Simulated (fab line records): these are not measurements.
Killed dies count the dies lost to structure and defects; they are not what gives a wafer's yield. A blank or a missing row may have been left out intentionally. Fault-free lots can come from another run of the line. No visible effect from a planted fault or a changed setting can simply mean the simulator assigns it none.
fab line records | flow gf180mcu
[record] lots = 15 | wafers = 45 | last_day = 34
route steps=602 shown NWELL@53 HV_LDD@192 CONTACT@303
lots with no fault: from the same line, run without faults
start_h: start of the lot's first displayed wafer, in hours after the record's first day | wait_h: hours from the lot's prior step to this one | " same as the row above | L1.1+2: a single row standing in for several wafers | - no value, or no start given | * or withheld: withheld | < > ~ a bound
route shown NAME@n: names a module that has steps shown in the file, with the first one's number in the route | usual: mean/standard deviation taken from wafers without a fault | same: alike in all rows | chamber/n: place in a boat | sites: per-site readings | _std_site: standard deviation across them | _edge_site: the outer-site mean with the inner-site mean subtracted | radius_mm: for every site, how far away it sits from the centre of the wafer | mask NAME#n: copy n | behind: the most recent tool/chamber to have shaped the wafer | hold: what put the lot on hold/how long, in hours/how the hold closed | device: names the non-switching transistor (n, p or np) | end of line: tests run on the same wafers once the route is complete | for a step that has no rows: nothing shown but its recipe | killed: dies that structure and defects cost at the first sort, which is not the same as the wafer's yield | map: per-die view of a wafer (x killed, . not killed, _ where there is no die)
set.NAME: the setting that was run; set.NAME@STEP: the one run at that earlier step | model.NAME: the simulator's own value behind a step, which no gauge read
a sample of lots followed through the steps of the route, with each step as a table and each wafer as a row
services: the hour from which a tool's chamber was out of use, counted from the record's first day as start_h (under 0 if before that day), plus the number of hours and why
[[steps]]
[step GF_NWELL_TW_MEAS_11]
[usual] NWELL_TW = 1584/20
lot.wafer | tool          | chamber | start_h | wait_h | NWELL_TW
L581.2    | film_metro-01 | -       | 55.32   | 0.1    | 1560
L581.5    | "             | -       | "       | "      | 1567
L581.6    | "             | -       | "       | "      | 1570
L582.1    | film_metro-04 | -       | 61.46   | 0.1    | 1588
L582.2    | "             | -       | "       | "      | 1584
L582.5    | "             | -       | "       | "      | 1590
L584.1    | film_metro-04 | -       | 74.01   | 0.1    | 1600
L584.3    | "             | -       | "       | "      | 1594
L584.6    | "             | -       | "       | "      | 1591
L585.2    | film_metro-03 | -       | 76.22   | 0.1    | 1596
L585.4    | "             | -       | "       | "      | 1603
L585.6    | "             | -       | "       | "      | 1600
L586.1    | film_metro-04 | -       | 84.01   | 0.1    | 1596
L586.3    | "             | -       | "       | "      | 1593
L586.6    | "             | -       | "       | "      | 1593
L587.2    | film_metro-03 | -       | 89.12   | 0.1    | 1604
L587.4    | "             | -       | "       | "      | 1598
L587.6    | "             | -       | "       | "      | 1589
L588.1    | film_metro-01 | -       | 93.26   | 0.1    | 1550
L588.3    | "             | -       | "       | "      | 1550
L588.4    | "             | -       | "       | "      | 1545
L589.1    | film_metro-01 | -       | 99.71   | 0.1    | 1548
L589.3    | "             | -       | "       | "      | 1554
L589.5    | "             | -       | "       | "      | 1555
L590.2    | film_metro-04 | -       | 105.87  | 0.1    | 1576
L590.3    | "             | -       | "       | "      | 1576
L590.6    | "             | -       | "       | "      | 1577
L593.1    | film_metro-03 | -       | 122.44  | 0.1    | 1609
L593.4    | "             | -       | "       | "      | 1598
L593.6    | "             | -       | "       | "      | 1594
L594.2    | film_metro-01 | -       | 132.27  | 0.1    | 1564
L594.4    | "             | -       | "       | "      | 1558
L594.6    | "             | -       | "       | "      | 1559
L595.2    | film_metro-04 | -       | 140.77  | 0.1    | 1593
L595.3    | "             | -       | "       | "      | 1591
L595.6    | "             | -       | "       | "      | 1598
L602.2    | film_metro-04 | -       | 169.45  | 0.1    | 1591
L602.3    | "             | -       | "       | "      | 1590
L602.4    | "             | -       | "       | "      | 1588
L603.1    | film_metro-03 | -       | 175.61  | 0.1    | 1592
L603.2    | "             | -       | "       | "      | 1593
L603.6    | "             | -       | "       | "      | 1596
L604.1    | film_metro-03 | -       | 181.92  | 0.1    | 1593
L604.2    | "             | -       | "       | "      | 1591
L604.4    | "             | -       | "       | "      | 1590
[step GF_HV_LDD_EXPOSE_16]
[recipe] mask_id = Pplus_LV_AREA | target_cd_nm = 400 | na = 0.6 | source_shape = conventional | sigma_outer = 0.6 | dose_mj = 140
[usual] exposure_dose_mJ_cm2 = 140.01/0.13 | focus_offset_nm = 0.0/0.46
lot.wafer | tool             | chamber | start_h | wait_h | mask            | exposure_dose_mJ_cm2 | focus_offset_nm
L581.2    | iline_stepper-01 | 0       | 224.07  | -      | Pplus_LV_AREA#0 | 140.07               | 0.2
L581.5    | "                | 0       | "       | "      | Pplus_LV_AREA#0 | 140.31               | 0.0
L581.6    | "                | 0       | "       | "      | Pplus_LV_AREA#0 | 140.20               | 0.4
L582.1    | iline_stepper-02 | 0       | 233.43  | -      | Pplus_LV_AREA#0 | 139.74               | 0.2
L582.2    | "                | 0       | "       | "      | Pplus_LV_AREA#0 | 139.75               | 0.2
L582.5    | "                | 0       | "       | "      | Pplus_LV_AREA#0 | 139.87               | 0.7
L584.1    | iline_stepper-01 | 0       | 247.55  | -      | Pplus_LV_AREA#0 | 139.87               | -0.4
L584.3    | "                | 0       | "       | "      | Pplus_LV_AREA#0 | 139.83               | -0.3
L584.6    | "                | 0       | "       | "      | Pplus_LV_AREA#0 | 139.79               | 1.0
L585.2    | iline_stepper-01 | 0       | 249.37  | -      | Pplus_LV_AREA#0 | 140.09               | 0.0
L585.4    | "                | 0       | "       | "      | Pplus_LV_AREA#0 | 139.97               | 0.8
L585.6    | "                | 0       | "       | "      | Pplus_LV_AREA#0 | 140.02               | 0.7
L586.1    | iline_stepper-02 | 0       | 260.45  | -      | Pplus_LV_AREA#0 | 140.28               | -0.7
L586.3    | "                | 0       | "       | "      | Pplus_LV_AREA#0 | 140.06               | -0.3
L586.6    | "                | 0       | "       | "      | Pplus_LV_AREA#0 | 140.32               | 0.2
L587.2    | iline_stepper-02 | 0       | 272.42  | -      | Pplus_LV_AREA#0 | 140.08               | 0.1
L587.4    | "                | 0       | "       | "      | Pplus_LV_AREA#0 | 140.12               | -0.4
L587.6    | "                | 0       | "       | "      | Pplus_LV_AREA#0 | 140.10               | 0.0
L588.1    | iline_stepper-02 | 0       | 275.80  | -      | Pplus_LV_AREA#0 | 139.94               | 0.1
L588.3    | "                | 0       | "       | "      | Pplus_LV_AREA#0 | 139.95               | 0.7
L588.4    | "                | 0       | "       | "      | Pplus_LV_AREA#0 | 139.99               | -0.3
L589.1    | iline_stepper-01 | 0       | 285.42  | -      | Pplus_LV_AREA#0 | 139.98               | -0.1
L589.3    | "                | 0       | "       | "      | Pplus_LV_AREA#0 | 140.02               | 0.1
L589.5    | "                | 0       | "       | "      | Pplus_LV_AREA#0 | 139.75               | 0.2
L590.2    | iline_stepper-01 | 0       | 290.89  | -      | Pplus_LV_AREA#0 | 140.27               | 0.1
L590.3    | "                | 0       | "       | "      | Pplus_LV_AREA#0 | 140.13               | 0.2
L590.6    | "                | 0       | "       | "      | Pplus_LV_AREA#0 | 140.23               | -0.1
L593.1    | iline_stepper-01 | -       | 318.53  | -      | Pplus_LV_AREA#0 | -                    | -
L593.4    | "                | -       | "       | "      | Pplus_LV_AREA#0 | -                    | -
L593.6    | "                | -       | "       | "      | Pplus_LV_AREA#0 | -                    | -
L594.2    | iline_stepper-01 | -       | 330.72  | -      | Pplus_LV_AREA#0 | -                    | -
L594.4    | "                | -       | "       | "      | Pplus_LV_AREA#0 | -                    | -
L594.6    | "                | -       | "       | "      | Pplus_LV_AREA#0 | -                    | -
L595.2    | iline_stepper-02 | -       | 340.72  | -      | Pplus_LV_AREA#0 | -                    | -
L595.3    | "                | -       | "       | "      | Pplus_LV_AREA#0 | -                    | -
L595.6    | "                | -       | "       | "      | Pplus_LV_AREA#0 | -                    | -
L602.2    | iline_stepper-01 | 0       | 382.97  | -      | Pplus_LV_AREA#0 | 140.12               | 0.2
L602.3    | "                | 0       | "       | "      | Pplus_LV_AREA#0 | 140.08               | 0.4
L602.4    | "                | 0       | "       | "      | Pplus_LV_AREA#0 | 140.04               | -0.3
L603.1    | iline_stepper-01 | 0       | 386.60  | -      | Pplus_LV_AREA#0 | 140.01               | 0.8
L603.2    | "                | 0       | "       | "      | Pplus_LV_AREA#0 | 140.17               | 0.1
L603.6    | "                | 0       | "       | "      | Pplus_LV_AREA#0 | 139.98               | -0.3
L604.1    | iline_stepper-02 | 0       | 396.85  | -      | Pplus_LV_AREA#0 | 140.11               | 0.2
L604.2    | "                | 0       | "       | "      | Pplus_LV_AREA#0 | 140.04               | 0.0
L604.4    | "                | 0       | "       | "      | Pplus_LV_AREA#0 | 139.78               | 0.0
[step GF_CONTACT_ETCH_16]
[recipe] chemistry = N2/H2 | target_depth_a = withheld | overetch_a = withheld | time_s = withheld | target = BARC | ion_energy_ev = 200 | source_w = 500 | bias_w = 100 | pressure_mtorr = 30 | n2_flow_sccm = 100 | h2_flow_sccm = 200
[usual] drypump_motor_current_A = 5.8/0.6 | oes_product_au = 0.854/0.0046 | throttle_valve_pct = 13.224/0.0084
lot.wafer | tool        | chamber | start_h | wait_h | drypump_motor_current_A | oes_product_au | throttle_valve_pct
L581.2    | rie_diel-01 | 1       | 361.06  | 0.0    | 5.1                     | 0.860          | 13.210
L581.5    | "           | 1       | "       | "      | 5.1                     | 0.853          | 13.211
L581.6    | "           | 2       | "       | "      | 4.8                     | 0.850          | 13.218
L582.1    | rie_diel-02 | 2       | 372.55  | 0.0    | 6.1                     | 0.854          | 13.233
L582.2    | "           | 3       | "       | "      | 6.5                     | 0.844          | 13.224
L582.5    | "           | 2       | "       | "      | 6.1                     | 0.852          | 13.222
L584.1    | rie_diel-03 | 0       | 388.63  | 0.0    | 5.4                     | 0.853          | 13.224
L584.3    | "           | 3       | "       | "      | 6.1                     | 0.851          | 13.223
L584.6    | "           | 0       | "       | "      | 5.4                     | 0.852          | 13.224
L585.2    | rie_diel-03 | 3       | 392.21  | 0.0    | 6.2                     | 0.858          | 13.229
L585.4    | "           | 0       | "       | "      | 5.4                     | 0.853          | 13.231
L585.6    | "           | 2       | "       | "      | 5.4                     | 0.853          | 13.232
L586.1    | rie_diel-01 | 3       | 404.56  | 0.0    | 5.0                     | 0.857          | 13.225
L586.3    | "           | 2       | "       | "      | 4.8                     | 0.849          | 13.220
L586.6    | "           | 2       | "       | "      | 4.8                     | 0.854          | 13.229
L587.2    | rie_diel-03 | 3       | 419.13  | 0.0    | 6.2                     | 0.857          | 13.218
L587.4    | "           | 1       | "       | "      | 5.8                     | 0.851          | 13.226
L587.6    | "           | 0       | "       | "      | 5.3                     | 0.854          | 13.215
L588.1    | rie_diel-02 | 3       | 423.50  | 0.0    | 6.5                     | 0.861          | 13.232
L588.3    | "           | 2       | "       | "      | 6.1                     | 0.859          | 13.230
L588.4    | "           | 1       | "       | "      | 6.4                     | 0.850          | 13.222
L589.1    | rie_diel-03 | 0       | 435.40  | 0.0    | 5.3                     | 0.858          | 13.239
L589.3    | "           | 1       | "       | "      | 5.8                     | 0.845          | 13.243
L589.5    | "           | 1       | "       | "      | 5.8                     | 0.853          | 13.228
L590.2    | rie_diel-01 | 2       | 441.45  | 0.0    | 4.8                     | 0.852          | 13.221
L590.3    | "           | 3       | "       | "      | 5.0                     | 0.850          | 13.233
L590.6    | "           | 3       | "       | "      | 5.0                     | 0.846          | 13.228
L602.2    | rie_diel-01 | 3       | 543.25  | 0.0    | 5.0                     | 0.853          | 13.220
L602.3    | "           | 2       | "       | "      | 4.8                     | 0.855          | 13.228
L602.4    | "           | 1       | "       | "      | 5.0                     | 0.848          | 13.223
L603.1    | rie_diel-02 | 1       | 545.70  | 0.0    | 6.4                     | 0.855          | 13.220
L603.2    | "           | 0       | "       | "      | 6.6                     | 0.856          | 13.219
L603.6    | "           | 3       | "       | "      | 6.5                     | 0.854          | 13.224
L604.1    | rie_diel-02 | 3       | 556.25  | 0.0    | 6.5                     | 0.850          | 13.231
L604.2    | "           | 1       | "       | "      | 6.4                     | 0.863          | 13.220
L604.4    | "           | 2       | "       | "      | 6.2                     | 0.850          | 13.214
[step GF_CONTACT_THK_MEAS_26]
[recipe] thk_meas_gauge = xrf | reads = W_of_CONTACT_CVD_24
[usual] CONTACT_W_THK = 307/6.7
lot.wafer | tool          | chamber | start_h | wait_h | CONTACT_W_THK[nm]
L581.2    | film_metro-04 | -       | 361.85  | 0.1    | 298
L581.5    | "             | -       | "       | "      | 299
L581.6    | "             | -       | "       | "      | 300
L582.1    | film_metro-03 | -       | 373.36  | 0.1    | 318
L582.2    | "             | -       | "       | "      | 306
L582.5    | "             | -       | "       | "      | 322
L584.1    | film_metro-03 | -       | 389.41  | 0.1    | 302
L584.3    | "             | -       | "       | "      | 303
L584.6    | "             | -       | "       | "      | 305
L585.2    | film_metro-04 | -       | 393.63  | 0.1    | 298
L585.4    | "             | -       | "       | "      | 299
L585.6    | "             | -       | "       | "      | 298
L586.1    | film_metro-04 | -       | 405.35  | 0.1    | 298
L586.3    | "             | -       | "       | "      | 300
L586.6    | "             | -       | "       | "      | 299
L587.2    | film_metro-01 | -       | 419.92  | 0.1    | 310
L587.4    | "             | -       | "       | "      | 305
L587.6    | "             | -       | "       | "      | 306
L588.1    | film_metro-01 | -       | 424.29  | 0.1    | 323
L588.3    | "             | -       | "       | "      | 308
L588.4    | "             | -       | "       | "      | 324
L589.1    | film_metro-03 | -       | 436.20  | 0.1    | 309
L589.3    | "             | -       | "       | "      | 307
L589.5    | "             | -       | "       | "      | 305
L590.2    | film_metro-01 | -       | 442.24  | 0.1    | 310
L590.3    | "             | -       | "       | "      | 306
L590.6    | "             | -       | "       | "      | 310
L602.2    | film_metro-04 | -       | 544.05  | 0.1    | 307
L602.3    | "             | -       | "       | "      | 301
L602.4    | "             | -       | "       | "      | 304
L603.1    | film_metro-01 | -       | 546.49  | 0.1    | 313
L603.2    | "             | -       | "       | "      | 310
L603.6    | "             | -       | "       | "      | 312
L604.1    | film_metro-03 | -       | 557.03  | 0.1    | 305
L604.2    | "             | -       | "       | "      | 307
L604.4    | "             | -       | "       | "      | 305
[[services]]
tool             | chamber | start_h | hours | kind
rie_diel-02      | 0       | 202.76  | 2.6   | repair
rie_diel-01      | 3       | 204.00  | 5.2   | repair
iline_stepper-02 | 0       | 210.66  | -     | calibration
rie_diel-02      | -       | 233.65  | 0.7   | repair
iline_stepper-01 | -       | 238.19  | 1.7   | pm
iline_stepper-01 | 0       | 255.60  | -     | calibration
iline_stepper-02 | -       | 330.09  | 1.7   | pm
iline_stepper-02 | -       | 360.08  | 1.4   | repair
rie_diel-01      | 3       | 360.90  | -     | clean
rie_diel-03      | 3       | 365.73  | 6.0   | repair
rie_diel-02      | 1       | 370.31  | 4.7   | repair
iline_stepper-02 | -       | 375.34  | 11.7  | repair
rie_diel-02      | 1       | 392.00  | 4.5   | repair
iline_stepper-02 | -       | 397.51  | 4.6   | repair
rie_diel-02      | 2       | 398.58  | 13.4  | repair
rie_diel-01      | 0       | 429.05  | 2.5   | repair
rie_diel-03      | -       | 430.13  | 0.3   | repair
iline_stepper-02 | 0       | 438.13  | -     | calibration
iline_stepper-01 | -       | 456.31  | 1.7   | pm
rie_diel-02      | 0       | 459.68  | 9.1   | repair
iline_stepper-01 | 0       | 483.47  | -     | calibration
rie_diel-03      | 2       | 489.41  | 7.5   | repair
rie_diel-03      | 1       | 492.52  | 13.7  | repair
iline_stepper-02 | -       | 548.27  | 1.7   | pm
[[key]]
[first_sign] step = GF_HV_LDD_EXPOSE_16 | reading = tool_record | direction = missing
effect none on later readings
met_at GF_HV_LDD_EXPOSE_16
struck_lots L593,L594,L595
rows_end L594.2,L594.4,L594.6,L595.2,L595.3,L595.6
later_rows_left_out L593.1,L593.4,L593.6
sort_left_out L593.1,L593.4,L593.6
tester_left_out L593
not_acting_at GF_NWELL_TW_MEAS_11,GF_CONTACT_ETCH_16,GF_CONTACT_THK_MEAS_26
onset_between 290.89 318.53
[fault] kind = skipped_step_whole | tool = iline_stepper-01,iline_stepper-02 | chamber = - | onset_h = 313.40 | steps = GF_HV_LDD_EXPOSE_16 | scope = struck_lots_only
// tester_left_out: of these lots the tester's yield and bins aren't shown, on N5 and GAA mostly nor the transistor test; their killed dies are dies lost to structure and defects alone, not to doping, threshold or leakage, so they don't give the yield
// sort_left_out: the simulated sort isn't trusted on such a fault, so these wafers' sort isn't shown, and their yield isn't known
// later_rows_left_out: the simulator's readings of these wafers behind a module that went badly wrong aren't trusted and aren't shown, but for the sort
// rows_end: these wafers met a further fault down the route, and their rows from its step on are left out
